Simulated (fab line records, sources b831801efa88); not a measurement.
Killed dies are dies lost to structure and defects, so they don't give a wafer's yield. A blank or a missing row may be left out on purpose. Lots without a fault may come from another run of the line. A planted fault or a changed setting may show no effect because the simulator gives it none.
fab line records | flow gf180mcu
record lots=5 wafers=15 last_day=34
route steps=602 shown STI@3 DNWELL@32
lots that met no fault: from a run of the same line without faults
start_h: hours from the record's first day to the start of the lot's first wafer shown | wait_h: hours since the lot's step before | " the same as in the row above | L1.1+2: a row that stands for several wafers | - no value, or no start given | * or withheld: withheld | < > ~ a bound
route shown NAME@n: a module of which the file shows steps, and the number in the route of the first | usual: mean/standard deviation of fault-free wafers | same: alike in all rows | chamber/n: place in a boat | sites: the reading at each site | _std_site: their standard deviation | _edge_site: outer sites' mean less inner sites' | radius_mm: how far each site lies from the wafer's centre | mask NAME#n: copy n | behind: the tool/chamber that last shaped the wafer | hold: why the lot was held/for how many hours/how that ended | device: the transistor (n, p or np) that didn't switch | end of line: the same wafers' tests at the end of the route | a step without rows: its recipe alone | killed: dies lost to structure and defects at the first sort, not the wafer's yield | map: a wafer's dies, x killed, . not, _ none there
set.NAME: the setting as run; set.NAME@STEP: as run at that earlier step | model.NAME: the simulator's own value behind a step, which no gauge read
lots at some steps of the route; a table a step, a row a wafer
services: from which hour (start_h, from the record's first day; less than 0 if before it) a tool's chamber was out of use, for how many hours, and why
## steps
# step GF_STI_THK_MEAS_02
# recipe reads=SiO2_of_STI_OXIDATION_01
# usual STI_OXIDATION_THK=10.00/0.19
# columns lot.wafer tool chamber start_h wait_h STI_OXIDATION_THK[nm]
L076.1 film_metro-01 - 21.51 0.0 9.93
L076.3 " - " " 9.93
L076.4 " - " " 9.97
L077.2 film_metro-02 - 26.52 0.0 10.28
L077.3 " - " " 10.31
L077.5 " - " " 10.37
L080.2 film_metro-04 - 41.52 0.0 10.33
L080.3 " - " " 10.10
L080.5 " - " " 10.42
L088.3 film_metro-01 - 82.21 0.0 9.95
L088.4 " - " " 9.84
L088.6 " - " " 9.70
L096.3 film_metro-04 - 121.53 0.0 10.07
L096.4 " - " " 10.10
L096.6 " - " " 10.09
# step GF_STI_CVD_03
# recipe material=Si3N4 precursor=DCS/NH3 target_thk_nm=207.16 temp_c=770 time_s=3551 pressure_mtorr=250
# usual spike_tc_bottom_C=789/4.7 spike_tc_lower_C=770.5/1.6 spike_tc_top_C=782/3.8
# columns lot.wafer tool chamber start_h wait_h spike_tc_bottom_C spike_tc_lower_C spike_tc_top_C
L076.1 lpcvd-02 0 21.57 0.1 795 771.8 781
L076.3 " 0 " " 794 770.3 783
L076.4 " 0 " " 796 771.1 784
L077.2 lpcvd-02 0 26.57 0.0 796 771.5 783
L077.3 " 0 " " 796 769.6 781
L077.5 " 0 " " 795 770.9 782
L080.2 lpcvd-02 1 41.57 0.0 785 769.6 786
L080.3 " 1 " " 784 770.1 786
L080.5 " 1 " " 782 767.2 787
L088.3 lpcvd-02 1 82.25 0.0 783 769.3 787
L088.4 " 1 " " 785 769.9 786
L088.6 " 1 " " 783 769.1 786
L096.3 lpcvd-01 0 122.40 0.9 793 769.0 778
L096.4 " 0 " " 791 769.0 778
L096.6 " 0 " " 791 768.4 777
# step GF_STI_THK_MEAS_04
# recipe reads=Si3N4_of_STI_CVD_03
# usual STI_CVD_03_THK=205.6/2.4
# columns lot.wafer tool chamber start_h wait_h STI_CVD_03_THK[nm]
L076.1 film_metro-02 - 23.57 0.0 203.0
L076.3 " - " " 200.3
L076.4 " - " " 202.6
L077.2 film_metro-01 - 28.57 0.0 204.9
L077.3 " - " " 205.1
L077.5 " - " " 204.7
L080.2 film_metro-02 - 43.57 0.0 205.2
L080.3 " - " " 204.4
L080.5 " - " " 205.0
L088.3 film_metro-04 - 84.26 0.0 203.5
L088.4 " - " " 203.7
L088.6 " - " " 204.5
L096.3 film_metro-02 - 124.41 0.0 208.5
L096.4 " - " " 207.3
L096.6 " - " " 207.7
# step GF_STI_DEHYDRATE_05
# recipe temp_c=200 time_s=60
# columns lot.wafer tool chamber start_h wait_h
L076.1+3+4 litho_track-03 0 29.00 5.4
L077.2+3+5 litho_track-01 0 34.51 5.9
L080.2+3+5 litho_track-01 0 45.56 2.0
L088.3+4+6 litho_track-01 0 89.63 5.4
L096.3+4+6 litho_track-02 0 132.61 8.2
# step GF_STI_HMDS_06
# recipe prime_time_s=60 prime_temp_c=120
# columns lot.wafer tool chamber start_h wait_h
L076.1+3+4 litho_track-03 0 29.15 0.1
L077.2+3+5 litho_track-01 0 34.66 0.1
L080.2+3+5 litho_track-01 0 45.71 0.1
L088.3+4+6 litho_track-01 0 89.78 0.1
L096.3+4+6 litho_track-02 0 132.76 0.1
# step GF_STI_COAT_07
# recipe resist=KrF spin_rpm=withheld resist_thk_nm=700
# columns lot.wafer tool chamber start_h wait_h
L076.1+3+4 litho_track-03 0 29.30 0.1
L077.2+3+5 litho_track-01 0 34.81 0.1
L080.2+3+5 litho_track-01 0 45.86 0.1
L088.3+4+6 litho_track-01 0 89.93 0.1
L096.3+4+6 litho_track-02 0 132.91 0.1
# step GF_STI_SOFTBAKE_08
# recipe temp_c=130 time_s=60 resist=KrF
# columns lot.wafer tool chamber start_h wait_h
L076.1+3+4 litho_track-03 0 29.45 0.1
L077.2+3+5 litho_track-01 0 34.96 0.1
L080.2+3+5 litho_track-01 0 46.01 0.1
L088.3+4+6 litho_track-01 0 90.08 0.1
L096.3+4+6 litho_track-02 0 133.06 0.1
# step GF_STI_EXPOSE_09
# recipe mask_id=COMP target_cd_nm=220 na=0.68 source_shape=conventional sigma_outer=0.6 dose_mj=28
# same sigma_outer=0.6
# columns lot.wafer tool chamber start_h wait_h mask
L076.1+3+4 krf_scanner-02 0 - - COMP#0
L077.2+3+5 krf_scanner-01 0 - - COMP#0
L080.2+3+5 krf_scanner-01 0 - - COMP#0
L088.3+4+6 krf_scanner-02 0 - - COMP#0
L096.3+4+6 krf_scanner-02 0 - - COMP#0
# step GF_STI_PEB_10
# recipe peb_temp_c=135 peb_time_s=90 resist=KrF
# columns lot.wafer tool chamber start_h wait_h
L076.1+3+4 litho_track-03 0 - -
L077.2+3+5 litho_track-02 0 - -
L080.2+3+5 litho_track-02 0 - -
L088.3+4+6 litho_track-03 0 - -
L096.3+4+6 litho_track-02 0 - -
# step GF_STI_DEVELOP_11
# recipe develop_time_s=60 dev_temp_c=21
# columns lot.wafer tool chamber start_h wait_h
L076.1+3+4 litho_track-03 0 35.80 0.2
L077.2+3+5 litho_track-02 0 40.54 0.2
L080.2+3+5 litho_track-02 0 50.64 0.2
L088.3+4+6 litho_track-03 0 97.59 0.1
L096.3+4+6 litho_track-02 0 140.11 0.1
# step GF_STI_CD_MEAS_12
# recipe target_cd_nm=220
# usual cd_nm=220.4/1.5
# columns lot.wafer tool chamber start_h wait_h cd_nm
L076.1 cd_sem-01 - 43.85 8.0 218.4
L076.3 " - " " 219.9
L076.4 " - " " 219.1
L077.2 cd_sem-01 - 45.31 4.7 218.8
L077.3 " - " " 217.7
L077.5 " - " " 217.1
L080.2 cd_sem-01 - 50.78 0.1 220.2
L080.3 " - " " 219.5
L080.5 " - " " 220.1
L088.3 cd_sem-01 - 100.81 3.2 221.4
L088.4 " - " " 221.6
L088.6 " - " " 221.4
L096.3 cd_sem-01 - 140.25 0.1 222.2
L096.4 " - " " 220.8
L096.6 " - " " 221.0
# step GF_STI_ETCH_13
# recipe chemistry=CHF3/O2 stop_on=Si over_etch_frac=0.3 target_depth_a=2823.1 source_w=600 bias_w=200 pressure_mtorr=40 chf3_flow_sccm=50 O2_flow_sccm=5 time_s=112.9
# usual chamber_pressure_mTorr=40.00/0.035 drypump_motor_current_A=5.7/0.37 oes_product_au=0.830/0.0067 throttle_valve_pct=8.809/0.0083
# same over_etch_frac=0.3
# columns lot.wafer tool chamber start_h wait_h chamber_pressure_mTorr drypump_motor_current_A oes_product_au rf_hours_counter_h throttle_valve_pct
L076.1 rie_diel-03 1 43.97 0.1 40.05 5.5 0.825 7 8.801
L076.3 " 0 " " 39.96 6.1 0.810 4 8.799
L076.4 " 2 " " 40.00 6.2 0.822 86 8.799
L077.2 rie_diel-02 2 45.41 0.1 40.03 5.6 0.835 74 8.803
L077.3 " 0 " " 40.03 6.2 0.834 15 8.786
L077.5 " 0 " " 39.99 6.2 0.828 - 8.799
L080.2 rie_diel-02 1 50.88 0.1 40.01 5.7 0.820 50 8.800
L080.3 " 3 " " 39.93 6.2 0.818 5 8.814
L080.5 " 3 " " 39.97 6.2 0.826 - 8.812
L088.3 rie_diel-03 3 100.89 0.1 39.97 5.3 0.826 1 8.804
L088.4 " 2 " " 40.01 6.1 0.816 87 8.818
L088.6 " 3 " " 39.99 5.2 0.827 - 8.816
L096.3 rie_diel-03 3 140.33 0.1 40.01 5.3 0.842 2 8.809
L096.4 " 1 " " 40.05 5.5 0.833 10 8.812
L096.6 " 0 " " 40.01 6.1 0.835 - 8.814
# step GF_STI_ETCH_14
# recipe target=Si chemistry=HBr/Cl2/O2 target_depth_nm=360 icp_w=600 bias_w=150 pressure_mtorr=15 HBr_flow_sccm=150 Cl2_flow_sccm=40 O2_flow_sccm=6 time_s=102.9
# usual chamber_pressure_mTorr=15.000/0.013 drypump_motor_current_A=5.5/0.59 oes_product_au=0.989/0.0089 throttle_valve_pct=25.665/0.011
# columns lot.wafer tool chamber start_h wait_h chamber_pressure_mTorr drypump_motor_current_A oes_product_au rf_hours_counter_h throttle_valve_pct
L076.1 rie_si-02 3 44.05 0.0 15.018 5.5 1.000 141 25.659
L076.3 " 1 " " 14.978 6.1 0.993 1 25.664
L076.4 " 2 " " 15.004 6.0 0.992 65 25.663
L077.2 rie_si-02 1 45.49 0.0 15.005 6.1 1.004 1 25.671
L077.3 " 3 " " 15.003 5.5 1.010 141 25.661
L077.5 " 1 " " 14.985 6.1 0.996 - 25.654
L080.2 rie_si-01 1 50.96 0.0 15.020 5.5 0.986 1 25.648
L080.3 " 3 " " 15.001 6.3 0.994 67 25.657
L080.5 " 3 " " 14.986 6.3 0.995 - 25.654
L088.3 rie_si-01 0 100.97 0.0 15.012 5.0 1.004 0 25.675
L088.4 " 2 " " 15.000 4.9 0.994 31 25.645
L088.6 " 2 " " 14.974 4.9 0.995 - 25.669
L096.3 rie_si-01 3 140.41 0.0 14.997 6.3 0.978 68 25.664
L096.4 " 0 " " 15.006 5.0 0.993 0 25.651
L096.6 " 2 " " 14.988 4.9 0.984 - 25.673
# step GF_STI_STRIP_15
# recipe chemistry=O2/N2 power_w=1400 pressure_mtorr=1500 platen_temp_c=250 o2_flow_sccm=3000 n2_flow_sccm=300 overash_fraction=0.5
# usual chamber_pressure_mTorr=1500.0/1.4 drypump_motor_current_A=5.7/0.62 heater_power_w=326/30 oes_product_au=0.385/0.0056 strip_time_to_endpoint_s=3.73/0.057
# same overash_fraction=0.5
# columns lot.wafer tool chamber start_h wait_h chamber_pressure_mTorr drypump_motor_current_A heater_power_w oes_product_au rf_hours_counter_h strip_time_to_endpoint_s
L076.1 plasma_asher-04 1 44.12 0.0 1498.8 5.5 291 0.377 40 3.60
L076.3 " 1 " " 1498.1 5.5 293 0.377 - 3.69
L076.4 " 0 " " 1501.3 6.6 391 0.390 - 3.74
L077.2 plasma_asher-01 0 45.56 0.0 1501.4 4.9 315 0.377 24 3.67
L077.3 " 0 " " 1498.8 4.9 312 0.392 - 3.64
L077.5 " 0 " " 1499.3 4.9 313 0.383 - 3.68
L080.2 plasma_asher-04 0 51.04 0.0 1498.7 6.6 393 0.384 42 3.75
L080.3 " 1 " " 1501.2 5.5 289 0.390 - 3.86
L080.5 " 0 " " 1500.0 6.6 386 0.383 - 3.86
L088.3 plasma_asher-01 1 101.08 0.1 1500.1 6.2 332 0.381 - 3.69
L088.4 " 0 " " 1500.9 4.9 307 0.389 - 3.75
L088.6 " 1 " " 1500.7 6.2 330 0.384 - 3.72
L096.3 plasma_asher-01 1 140.52 0.1 1500.0 6.2 326 0.380 - 3.76
L096.4 " 0 " " 1498.8 4.9 307 0.380 - 3.70
L096.6 " 0 " " 1498.2 4.9 308 0.387 - 3.76
# step GF_STI_CLEAN_16
# recipe chemistry=dHF time_s=25 dilution=100:1
# columns lot.wafer tool chamber start_h wait_h
L076.1+3+4 wet_bench-02 3 44.22 0.1
L077.2+3+5 wet_bench-01 3 45.66 0.1
L080.2+3+5 wet_bench-03 1 51.14 0.1
L088.3+4+6 wet_bench-03 3 101.15 0.0
L096.3+4+6 wet_bench-01 3 140.58 0.0
# step GF_STI_WET_ETCH_17
# recipe chemistry=H3PO4 target_depth_nm=45 temp_c=160 target=Si3N4 time_s=514
# usual bath_guard_temp_C=160.0/0.57 bath_heat_duty_pct=28/3.1
# columns lot.wafer tool chamber start_h wait_h bath_guard_temp_C bath_heat_duty_pct
L076.1 wet_bench-02 1 44.24 0.0 160.0 25
L076.3 " 1 " " 159.6 26
L076.4 " 1 " " 160.0 25
L077.2 wet_bench-03 1 45.68 0.0 161.5 23
L077.3 " 1 " " 161.3 25
L077.5 " 1 " " 161.2 24
L080.2 wet_bench-02 0 51.15 0.0 159.6 25
L080.3 " 0 " " 159.9 24
L080.5 " 0 " " 159.3 26
L088.3 wet_bench-01 0 101.16 0.0 159.6 29
L088.4 " 0 " " 159.9 30
L088.6 " 0 " " 159.8 29
L096.3 wet_bench-02 3 140.60 0.0 160.2 24
L096.4 " 3 " " 160.4 25
L096.6 " 3 " " 160.8 23
# step GF_STI_CLEAN_18
# recipe chemistry=SC1/SC2 mix=1:4:20 temp_c=70 time_s=150
# usual bath_guard_temp_C=70.2/0.57 bath_heat_duty_pct=13.9/1.9
# columns lot.wafer tool chamber start_h wait_h bath_guard_temp_C bath_heat_duty_pct
L076.1 wet_bench-03 1 44.39 0.0 71.3 12.5
L076.3 " 1 " " 70.9 11.0
L076.4 " 1 " " 71.3 12.3
L077.2 wet_bench-01 2 45.84 0.0 69.7 15.7
L077.3 " 2 " " 69.6 17.1
L077.5 " 2 " " 69.3 16.0
L080.2 wet_bench-01 1 51.30 0.0 69.5 16.8
L080.3 " 1 " " 69.4 16.7
L080.5 " 1 " " 69.4 17.0
L088.3 wet_bench-03 1 101.31 0.0 70.8 12.3
L088.4 " 1 " " 71.3 12.4
L088.6 " 1 " " 71.2 12.6
L096.3 wet_bench-03 2 140.75 0.0 71.0 12.3
L096.4 " 2 " " 71.7 12.6
L096.6 " 2 " " 71.2 12.5
# step GF_STI_CLEAN_19
# recipe chemistry=dHF time_s=20 dilution=100:1
# columns lot.wafer tool chamber start_h wait_h
L076.1+3+4 wet_bench-01 2 44.44 0.0
L077.2+3+5 wet_bench-03 0 45.89 0.0
L080.2+3+5 wet_bench-03 1 51.35 0.0
L088.3+4+6 wet_bench-01 1 101.36 0.0
L096.3+4+6 wet_bench-01 1 140.80 0.0
# step GF_STI_WET_ETCH_20
# recipe chemistry=dHF dilution=100:1 target_depth_nm=20 temp_c=25 dry=ipa_marangoni target=SiO2 time_s=400
# usual bath_heat_duty_pct=6.5/0.96
# columns lot.wafer tool chamber start_h wait_h bath_heat_duty_pct
L076.1 wet_bench-02 3 44.45 0.0 5.4
L076.3 " 3 " " 5.6
L076.4 " 3 " " 6.2
L077.2 wet_bench-01 3 45.90 0.0 6.7
L077.3 " 3 " " 5.2
L077.5 " 3 " " 5.4
L080.2 wet_bench-02 1 51.37 0.0 6.0
L080.3 " 1 " " 5.9
L080.5 " 1 " " 5.1
L088.3 wet_bench-03 3 101.38 0.0 6.3
L088.4 " 3 " " 6.2
L088.6 " 3 " " 5.7
L096.3 wet_bench-02 2 140.82 0.0 6.9
L096.4 " 2 " " 6.5
L096.6 " 2 " " 7.5
# step GF_STI_OXIDATION_21
# recipe temp_c=1000 ambient=O2 stabilise_s=600 purge_s=300 target_thk_a=150 ox_time_s=458
# usual spike_tc_bottom_C=1020.3/1 spike_tc_lower_C=1000.4/1 spike_tc_top_C=1012/3.8 tube_center_temp_C=1000/0.085
# columns lot.wafer tool chamber start_h wait_h spike_tc_bottom_C spike_tc_lower_C spike_tc_top_C tube_center_temp_C
L076.1 furnace-02 0 44.67 0.1 1022.3 1000.0 1008 999.94
L076.3 " 0 " " 1019.3 1002.4 1007 1000.1
L076.4 " 0 " " 1019.2 1001.0 1008 999.94
L077.2 furnace-02 0 47.19 1.2 1021.8 1001.6 1008 1000.1
L077.3 " 0 " " 1021.8 1001.2 1009 999.92
L077.5 " 0 " " 1020.3 998.5 1008 1000.1
L080.2 furnace-01 0 53.05 1.6 1019.8 1000.3 1018 999.8
L080.3 " 0 " " 1020.5 998.8 1014 1000.1
L080.5 " 0 " " 1021.4 1000.5 1015 1000.1
L088.3 furnace-01 0 101.80 0.3 1021.6 1001.2 1014 1000
L088.4 " 0 " " 1020.3 1001.2 1015 999.99
L088.6 " 0 " " 1018.6 998.2 1016 999.97
L096.3 furnace-02 0 141.34 0.4 1021.4 1000.9 1008 1000
L096.4 " 0 " " 1019.5 998.9 1008 1000.1
L096.6 " 0 " " 1020.7 1000.1 1007 1000
# step GF_STI_THK_MEAS_22
# recipe reads=SiO2_of_STI_OXIDATION_21
# usual STI_OXIDATION_01_THK=14.97/0.27
# columns lot.wafer tool chamber start_h wait_h STI_OXIDATION_01_THK[nm]
L076.1 film_metro-01 - 45.80 0.0 14.78
L076.3 " - " " 15.27
L076.4 " - " " 14.90
L077.2 film_metro-01 - 48.33 0.0 14.40
L077.3 " - " " 14.43
L077.5 " - " " 14.35
L080.2 film_metro-04 - 54.18 0.0 15.26
L080.3 " - " " 15.40
L080.5 " - " " 15.13
L088.3 film_metro-02 - 102.95 0.0 14.94
L088.4 " - " " 14.97
L088.6 " - " " 15.01
L096.3 film_metro-01 - 142.49 0.0 14.34
L096.4 " - " " 14.51
L096.6 " - " " 14.59
# step GF_STI_CVD_23
# recipe material=SiO2 target_thk_nm=650 sigma_open_frac=0.3 time_s=108.3 temp_c=600 sih4_flow_sccm=60 pressure_mtorr=6
# columns lot.wafer tool chamber start_h wait_h
L076.1+3+4 hdpcvd-01 0,2,2 45.86 0.1
L077.2+3+5 hdpcvd-01 2,1,1 48.38 0.0
L080.2+3+5 hdpcvd-02 0,2,2 54.23 0.0
L088.3+4+6 hdpcvd-02 1,0,1 103.02 0.1
L096.3+4+6 hdpcvd-01 0,1,0 142.53 0.0
# step GF_STI_THK_MEAS_24
# recipe reads=SiO2_of_STI_CVD_23
# usual STI_CVD_23_THK=648/6.6
# columns lot.wafer tool chamber start_h wait_h STI_CVD_23_THK[nm]
L076.1 film_metro-02 - 45.94 0.0 649
L076.3 " - " " 649
L076.4 " - " " 656
L077.2 film_metro-04 - 48.47 0.0 654
L077.3 " - " " 656
L077.5 " - " " 646
L080.2 film_metro-01 - 54.32 0.0 643
L080.3 " - " " 641
L080.5 " - " " 650
L088.3 film_metro-04 - 103.12 0.1 653
L088.4 " - " " 644
L088.6 " - " " 645
L096.3 film_metro-04 - 142.63 0.1 655
L096.4 " - " " 657
L096.6 " - " " 651
# step GF_STI_CMP_25
# recipe stop_on=Si3N4 t_overpolish_s=33 down_force_psi=4 platen_rpm=60 target_thk_nm=524.6 pad_velocity_m_s=0.94248
# usual head_pressure_psi=4.000/0.0085 motor_current_A=11.2/1.1 overpolish_run_s=33.001/0.0083 platen_rpm=60.00/0.042 slurry_filter_dp_kPa=13.48/0.13 slurry_flow_ml_min=150.1/0.48 time_to_endpoint_s=121/6.9
# columns lot.wafer tool chamber start_h wait_h head_pressure_psi motor_current_A overpolish_run_s platen_rpm slurry_filter_dp_kPa slurry_flow_ml_min time_to_endpoint_s
L076.1 cmp-01 3 46.05 0.1 4.007 9.9 33.006 60.05 13.60 150.4 123
L076.3 " 0 " " 3.991 12.7 32.993 60.04 13.47 149.4 132
L076.4 " 1 " " 3.989 10.1 33.001 60.04 13.75 150.6 130
L077.2 cmp-02 1 48.57 0.1 3.996 9.8 33.006 60.00 13.30 150.0 124
L077.3 " 2 " " 4.010 12.2 33.001 60.03 13.48 149.9 126
L077.5 " 0 " " 3.983 12.0 32.994 59.91 13.66 149.5 117
L080.3 cmp-01 2 54.37 0.0 4.001 11.6 33.004 60.04 13.41 149.5 140
L080.2 " 3 " " 4.005 9.5 32.994 59.99 13.59 149.9 118
L080.5 " 2 " " 3.997 11.1 33.008 59.98 13.49 150.0 134
L088.3 cmp-02 3 103.28 0.1 3.998 12.3 33.007 60.01 13.56 150.3 120
L088.4 " 0 " " 3.989 12.7 32.977 59.98 13.31 150.2 111
L088.6 " 2 " " 3.996 11.6 32.993 60.10 13.30 149.8 118
L096.4 cmp-01 1 142.77 0.1 4.003 9.8 33.009 60.00 13.62 149.1 126
L096.3 " 2 " " 3.991 11.7 33.005 59.99 13.36 150.4 132
L096.6 " 3 " " 3.990 10.2 33.002 59.97 13.48 150.0 113
# step GF_STI_WET_ETCH_26
# recipe chemistry=dHF target_depth_nm=94 target=SiO2 temp_c=25 dilution=10:1 time_s=188
# usual bath_heat_duty_pct=6.8/1
# columns lot.wafer tool chamber start_h wait_h bath_heat_duty_pct
L076.1 wet_bench-01 0 46.36 0.3 6.6
L076.3 " 0 " " 7.4
L076.4 " 0 " " 6.5
L077.2 wet_bench-03 2 48.82 0.2 6.0
L077.3 " 2 " " 6.7
L077.5 " 2 " " 6.3
L080.2 wet_bench-02 1 54.67 0.2 5.5
L080.3 " 1 " " 5.6
L080.5 " 1 " " 5.8
L088.3 wet_bench-03 2 103.53 0.2 5.8
L088.4 " 2 " " 6.1
L088.6 " 2 " " 6.6
L096.3 wet_bench-01 0 142.97 0.1 7.0
L096.4 " 0 " " 7.0
L096.6 " 0 " " 6.5
# step GF_STI_WET_ETCH_27
# recipe chemistry=H3PO4 target_depth_nm=160 target=Si3N4 temp_c=160 time_s=1825
# usual bath_guard_temp_C=160.2/0.67 bath_heat_duty_pct=27/3.5
# columns lot.wafer tool chamber start_h wait_h bath_guard_temp_C bath_heat_duty_pct
L076.1 wet_bench-02 0 46.50 0.1 160.1 24
L076.3 " 0 " " 159.6 27
L076.4 " 0 " " 159.8 26
L077.2 wet_bench-02 1 48.88 0.0 159.6 26
L077.3 " 1 " " 159.8 23
L077.5 " 1 " " 159.7 26
L080.2 wet_bench-03 2 54.73 0.0 161.3 25
L080.3 " 2 " " 161.2 28
L080.5 " 2 " " 161.0 26
L088.3 wet_bench-03 2 103.59 0.0 161.2 26
L088.4 " 2 " " 161.1 25
L088.6 " 2 " " 161.5 26
L096.3 wet_bench-02 1 143.03 0.0 159.8 25
L096.4 " 1 " " 159.9 25
L096.6 " 1 " " 159.7 26
# step GF_STI_WET_ETCH_28
# recipe chemistry=dHF target_depth_nm=20 dry=ipa_marangoni target=SiO2 temp_c=25 dilution=10:1 time_s=40
# usual bath_heat_duty_pct=6.3/0.84
# columns lot.wafer tool chamber start_h wait_h bath_heat_duty_pct
L076.1 wet_bench-01 1 47.01 0.0 7.6
L076.3 " 1 " " 8.4
L076.4 " 1 " " 8.5
L077.2 wet_bench-01 2 49.39 0.0 7.6
L077.3 " 2 " " 6.1
L077.5 " 2 " " 6.8
L080.2 wet_bench-03 2 55.25 0.0 7.0
L080.3 " 2 " " 5.6
L080.5 " 2 " " 6.3
L088.3 wet_bench-02 1 104.11 0.0 5.4
L088.4 " 1 " " 5.6
L088.6 " 1 " " 5.8
L096.3 wet_bench-03 0 143.54 0.0 8.9
L096.4 " 0 " " 8.1
L096.6 " 0 " " 8.6
# step GF_STI_OXIDATION_29
# recipe temp_c=900 ambient=O2 stabilise_s=600 purge_s=300 target_thk_a=100 ox_time_s=1418
# usual spike_tc_bottom_C=920.3/1 spike_tc_lower_C=900.3/1 spike_tc_top_C=912/3.6 tube_center_temp_C=900/0.072
# columns lot.wafer tool chamber start_h wait_h spike_tc_bottom_C spike_tc_lower_C spike_tc_top_C tube_center_temp_C
L076.1 furnace-02 0 48.32 1.3 919.9 900.7 909 900
L076.3 " 0 " " 917.6 900.0 909 900.04
L076.4 " 0 " " 919.9 900.3 910 899.92
L077.2 furnace-01 0 50.10 0.7 918.7 900.2 915 900.07
L077.3 " 0 " " 919.5 899.7 917 900.05
L077.5 " 0 " " 918.4 899.5 916 900.06
L080.2 furnace-01 0 57.01 1.7 920.5 900.1 918 899.86
L080.3 " 0 " " 919.5 899.1 916 899.88
L080.5 " 0 " " 920.3 898.5 916 899.99
L088.3 furnace-01 0 105.30 1.2 921.5 899.6 918 900.01
L088.4 " 0 " " 922.3 899.7 916 899.99
L088.6 " 0 " " 921.0 899.3 914 900.09
L096.3 furnace-02 0 143.56 0.0 920.5 898.8 908 900.03
L096.4 " 0 " " 919.8 901.5 908 900.04
L096.6 " 0 " " 919.8 901.3 909 900.06
# step GF_STI_THK_MEAS_30
# recipe reads=SiO2_of_STI_OXIDATION_29
# usual STI_OXIDATION_02_THK=9.98/0.18
# columns lot.wafer tool chamber start_h wait_h STI_OXIDATION_02_THK[nm]
L076.1 film_metro-02 - 49.72 0.0 10.08
L076.3 " - " " 10.13
L076.4 " - " " 10.08
L077.2 film_metro-01 - 51.50 0.0 10.38
L077.3 " - " " 10.27
L077.5 " - " " 10.27
L080.2 film_metro-04 - 58.46 0.1 10.20
L080.3 " - " " 10.06
L080.5 " - " " 10.11
L088.3 film_metro-02 - 106.72 0.0 10.31
L088.4 " - " " 10.19
L088.6 " - " " 9.83
L096.3 film_metro-04 - 144.98 0.0 9.89
L096.4 " - " " 9.89
L096.6 " - " " 9.86
# step GF_DNWELL_DEHYDRATE_00
# recipe temp_c=200 time_s=60
# columns lot.wafer tool chamber start_h wait_h
L076.1+3+4 litho_track-01 0 55.78 6.1
L077.2+3+5 litho_track-04 0 57.33 5.8
L080.2+3+5 litho_track-04 0 63.93 5.5
L088.3+4+6 litho_track-03 0 113.29 6.6
L096.3+4+6 litho_track-03 0 153.14 8.2
# step GF_DNWELL_HMDS_01
# recipe prime_time_s=60 prime_temp_c=120
# columns lot.wafer tool chamber start_h wait_h
L076.1+3+4 litho_track-01 0 55.93 0.1
L077.2+3+5 litho_track-04 0 57.48 0.1
L080.2+3+5 litho_track-04 0 64.08 0.1
L088.3+4+6 litho_track-03 0 113.44 0.1
L096.3+4+6 litho_track-03 0 153.29 0.1
# step GF_DNWELL_COAT_02
# recipe spin_rpm=2000 resist_thk_nm=3000
# columns lot.wafer tool chamber start_h wait_h
L076.1+3+4 litho_track-01 0 56.08 0.1
L077.2+3+5 litho_track-04 0 57.63 0.1
L080.2+3+5 litho_track-04 0 64.23 0.1
L088.3+4+6 litho_track-03 0 113.59 0.1
L096.3+4+6 litho_track-03 0 153.44 0.1
# step GF_DNWELL_SOFTBAKE_03
# recipe temp_c=110 time_s=withheld
# columns lot.wafer tool chamber start_h wait_h
L076.1+3+4 litho_track-01 0 56.23 0.1
L077.2+3+5 litho_track-04 0 57.79 0.1
L080.2+3+5 litho_track-04 0 64.39 0.1
L088.3+4+6 litho_track-03 0 113.76 0.1
L096.3+4+6 litho_track-03 0 153.61 0.1
# step GF_DNWELL_EXPOSE_04
# recipe mask_id=DNWELL target_cd_nm=1700 na=0.6 source_shape=conventional sigma_outer=0.6 dose_mj=260
# same sigma_outer=0.6
# columns lot.wafer tool chamber start_h wait_h mask
L076.1+3+4 iline_stepper-01 0 - - DNWELL#0
L077.2+3+5 iline_stepper-01 0 - - DNWELL#0
L080.2+3+5 iline_stepper-02 0 - - DNWELL#0
L088.3+4+6 iline_stepper-02 0 - - DNWELL#0
L096.3+4+6 iline_stepper-02 0 - - DNWELL#0
# step GF_DNWELL_PEB_05
# recipe temp_c=115 time_s=withheld
# columns lot.wafer tool chamber start_h wait_h
L076.1+3+4 litho_track-04 0 - -
L077.2+3+5 litho_track-01 0 - -
L080.2+3+5 litho_track-01 0 - -
L088.3+4+6 litho_track-03 0 - -
L096.3+4+6 litho_track-04 0 - -
# step GF_DNWELL_DEVELOP_06
# recipe wall_angle_deg=90 develop_time_s=60 dev_temp_c=23
# columns lot.wafer tool chamber start_h wait_h
L076.1+3+4 litho_track-04 0 - -
L077.2+3+5 litho_track-01 0 - -
L080.2+3+5 litho_track-01 0 - -
L088.3+4+6 litho_track-03 0 - -
L096.3+4+6 litho_track-04 0 - -
# step GF_DNWELL_IMPLANT_07
# recipe species=P energy_kev=1500 dose_cm2=1e+13 tilt_deg=0
# columns lot.wafer tool chamber start_h wait_h
L076.1+3+4 implanter-04 0 62.41 -
L077.2+3+5 implanter-04 0 64.01 -
L080.2+3+5 implanter-02 0 71.41 -
L088.3+4+6 implanter-04 0 120.89 -
L096.3+4+6 implanter-02 0 161.41 -
## services
# columns tool chamber start_h hours kind
lpcvd-02 - 13.78 0.7 repair
rie_diel-03 2 16.66 6.0 repair
cmp-01 - 21.79 4.2 pm
rie_diel-03 1 23.07 4.2 repair
implanter-04 - 26.27 3.3 repair
krf_scanner-02 - 30.60 11.5 repair
iline_stepper-02 - 35.76 5.9 repair
krf_scanner-02 - 43.68 4.0 pm
furnace-02 - 55.50 3.7 pm
cmp-01 - 58.18 3.3 repair
iline_stepper-02 - 61.80 2.3 repair
rie_si-01 0 63.47 14.9 repair
cmp-01 - 64.00 4.0 pm
iline_stepper-02 - 67.86 4.4 pm
hdpcvd-01 2 72.91 10.5 repair
rie_diel-03 2 73.51 24.1 repair
rie_diel-03 1 75.15 3.7 repair
furnace-01 - 83.17 3.5 pm
wet_bench-02 - 86.14 4.8 repair
furnace-02 - 101.51 3.0 pm
furnace-02 - 104.47 3.1 pm
lpcvd-02 - 116.31 14.6 pm
wet_bench-01 - 145.83 1.5 repair
lpcvd-02 - 159.39 6.0 pm
## key
fault none
